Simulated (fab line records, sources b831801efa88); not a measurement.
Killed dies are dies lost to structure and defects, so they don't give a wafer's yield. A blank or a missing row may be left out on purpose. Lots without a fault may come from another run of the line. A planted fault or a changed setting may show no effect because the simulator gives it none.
A struck lot beside a sound one | flow sky130 | 17 steps out of a route of 708
Sound: wafers L989.4, L989.5, L989.6. Struck: wafers L979.1, L979.3, L979.4. The cause comes at the end.
At each step with rows: each side's tool, then ch and its chambers, then its first start. Under that, the readings that differ: sound wafers | struck wafers | difference of the means | sigmas: that difference in standard deviations of wafers without a fault.
alike: readings whose means differ by less than 2 such deviations, and words and numbers that are the same on both sides. not compared: withheld readings, readings that some wafer has no value for, bounds like >300 that may hide the same value, and numbers for which the record gives no deviation and whose values overlap.
The two part at a step that has a row with sigmas, a row that says differs or no value, or rows on one side only. Numbers that don't overlap but have no deviation are shown without sigmas and don't part them. A reading that every wafer of one side lacks parts them only if that side has two wafers or more.

first, 1 step without rows for these wafers: SKY_VT_ADJUST_LVTN_IMPLANT_19.
SKY_VT_ADJUST_LVTN_STRIP_20: strips in O2/N2.
  sound on plasma_asher-02 ch 0,1, day 12 08:41; struck on plasma_asher-04 ch 0,1, day 9 13:55
  reading                      | sound             | struck            | difference | sigmas
  strip_time_to_endpoint_s (s) | 14.17 14.18 14.11 | 14.27 14.28 14.27 | +0.12      | +3
  alike: drypump_motor_current_A, n2_flow_sccm, oes_product_au
  not compared: rf_hours_counter_h
SKY_VT_ADJUST_LVTN_TW_MEAS_21:
  sound on film_metro-04, day 12 08:47; struck on film_metro-04, day 9 14:01
  alike: VT_ADJUST_LVTN_2_TW
then, 7 steps without rows for these wafers: SKY_VT_ADJUST_NCORE_DEHYDRATE_00 (time 60 s); SKY_VT_ADJUST_NCORE_HMDS_01 (prime time 60 s); SKY_VT_ADJUST_NCORE_COAT_02 (resist thk 1140 nm); SKY_VT_ADJUST_NCORE_SOFTBAKE_03 (time 60 s); SKY_VT_ADJUST_NCORE_EXPOSE_04 (exposes mask LVTN COMPLEMENT THIN, target cd 380 nm); SKY_VT_ADJUST_NCORE_PEB_05; SKY_VT_ADJUST_NCORE_DEVELOP_06 (develop time 60 s).
SKY_VT_ADJUST_NCORE_CD_MEAS_07: target cd 380 nm.
  sound on cd_sem-02, day 13 09:56; struck on cd_sem-01, day 10 12:52
  alike: cd_nm
SKY_VT_ADJUST_NCORE_OVL_MEAS_08:
  sound on overlay-01, day 13 10:00; struck on overlay-01, day 10 12:59
  reading                  | sound       | struck        | difference | sigmas
  VT_ADJUST_NCORE_OVL (nm) | 4.0 3.5 4.4 | -0.8 0.1 -1.0 | -4.5       | -3
SKY_VT_ADJUST_NCORE_IMPLANT_09:
  sound on implanter-04 ch 0, day 13 10:06; struck on implanter-01 ch 0, day 10 13:20
SKY_VT_ADJUST_NCORE_STRIP_10: strips in O2/N2.
  sound on plasma_asher-01 ch 0,1, day 13 10:12; struck on plasma_asher-01 ch 0,1, day 10 13:29
  alike: drypump_motor_current_A, n2_flow_sccm, oes_product_au, strip_time_to_endpoint_s
  not compared: rf_hours_counter_h
SKY_VT_ADJUST_NCORE_TW_MEAS_11:
  sound on film_metro-02, day 13 10:18; struck on film_metro-02, day 10 13:35
  reading            | sound             | struck            | difference | sigmas
  VT_ADJUST_NCORE_TW | 221.6 222.8 222.9 | 271.6 272.0 271.4 | +49.2      | +19
then, 2 steps without rows for these wafers: SKY_VT_ADJUST_HVTR_DEHYDRATE_00 (time 60 s); SKY_PAD_OPEN_PROBE_99.

WHERE THEY PART
First at SKY_VT_ADJUST_LVTN_STRIP_20; last, within this record, at SKY_VT_ADJUST_NCORE_TW_MEAS_11.

WHY: what the simulator had put in
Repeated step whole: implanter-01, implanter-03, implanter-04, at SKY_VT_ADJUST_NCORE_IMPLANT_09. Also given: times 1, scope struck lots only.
